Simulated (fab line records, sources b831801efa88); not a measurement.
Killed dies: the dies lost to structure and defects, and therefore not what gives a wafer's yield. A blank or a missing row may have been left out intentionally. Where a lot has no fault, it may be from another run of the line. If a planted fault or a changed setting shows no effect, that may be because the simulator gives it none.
Problem report, 8D (eight disciplines) form, completed by code / flow gf180mcu / the parts of the form that need people (team, actions taken, sign-off) are left out

== 1. THE ISSUE ==
Across 4 wafers from 3 lots, HV_LDD_TW at GF_HV_LDD_TW_MEAS_11 averages 2282, while fault-free wafers read 2407 with a standard deviation of 17. That is -7.4 standard deviations from the usual mean.
The first sign was on wafer L245.2 at day 13 08:34, on film_metro-03. The record has a number at this step for 33 wafers belonging to 12 lots. Rule for "out", or "out of limits": more than 4 standard deviations from the usual mean. The rest of the wafers with a number are treated as sound.

== 2. WHAT THIS IS AND IS NOT ==
question=which readings at this step | is=HV_LDD_TW | is not=-
question=which lots | is=L245, L246, L248 | is not=L234, L235, L237, L238, L239, L242, L252, L253, L256
question=which wafers of those lots | is=L245.2, L246.1, L246.2, L248.1 | is not=L245.4, L248.5
question=read on which gauges | is=film_metro-01, film_metro-03 | is not=film_metro-04
question=when | is=from day 13 08:34 | is not=up to then (19 sound wafers); but 10 sound wafers of L248, L252, L253, L256 came after

== 3. WHAT RULES OUT EACH SUSPECT ==
Counting: a tool at a process step up to the reading stays a suspect if it ran every lot that is out. Sound lots after the first of them don't rule it out here, since some wafers of a struck lot are sound.
- the gauge at GF_HV_LDD_TW_MEAS_11: ruled out. 2 gauges (film_metro-01, film_metro-03) read the wafers that are out.
- implanter-04 at GF_HV_LDD_IMPLANT_09: kept. Every lot that is out went through it, the first being L245 (day 13 08:20); the last sound lot it ran before that was L242 (day 12 12:49). On those wafers its own readings are out: beam_on_s, faraday_current_uA.
The count leaves implanter-04 at GF_HV_LDD_IMPLANT_09.

== 4. THE CAUSE (what the simulator had put in) ==
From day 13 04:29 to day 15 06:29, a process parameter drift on implanter-04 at GF_HV_LDD_IMPLANT_09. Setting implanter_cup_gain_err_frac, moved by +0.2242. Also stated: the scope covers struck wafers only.
The count eliminated every tool but this one.

== 5. SEQUENCE OF EFFECTS, ordered by route ==
One row per reading whose mean, taken over the struck wafers that have a number, lies over 3 standard deviations from the usual. Only readings whose record carries a usual standard deviation are examined. hours: median over the lots of the time between each lot's start at the first step of this table that gives one and its start at this step. sigmas: the change, counted in usual standard deviations.
hours=0; step=GF_HV_LDD_IMPLANT_09; reading=beam_on_s; usual=10.00 s; on struck wafers=8.27; change=-1.73; sigmas=-8.6
hours=0; step=GF_HV_LDD_IMPLANT_09; reading=faraday_current_uA; usual=563; on struck wafers=681; change=+118; sigmas=+11
hours=0; step=GF_HV_LDD_TW_MEAS_11; reading=HV_LDD_TW; usual=2407; on struck wafers=2282; change=-125; sigmas=-7.4
hours=66; step=GF_HV_LDD_RS_MEAS_53; reading=HV_LDD_RS; usual=418.7 ohm/sq; on struck wafers=455.7; change=+37.0; sigmas=+38
Here are the process steps it includes:
- GF_HV_LDD_IMPLANT_09
Later steps that measure or inspect, where all struck wafers having a row at the step show a number for every such reading and not one has moved that far: GF_HV_LDD_TW_MEAS_23.

== 6. WHAT WOULD HAVE CAUGHT IT SOONER ==
The first out-of-limits reading at a measuring or inspecting step in this record came at day 13 08:34, 4 hours after the fault's start at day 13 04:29.
The tool's own readings at GF_HV_LDD_IMPLANT_09 were out on every struck wafer that the step has a row for (beam_on_s, faraday_current_uA): an alarm limit on them would have fired on the first of those.
Of the lots that are out (3), L246, L248 began GF_HV_LDD_IMPLANT_09 on implanter-04 after day 13 08:34. A hold on the tool at that time would have spared those 2.
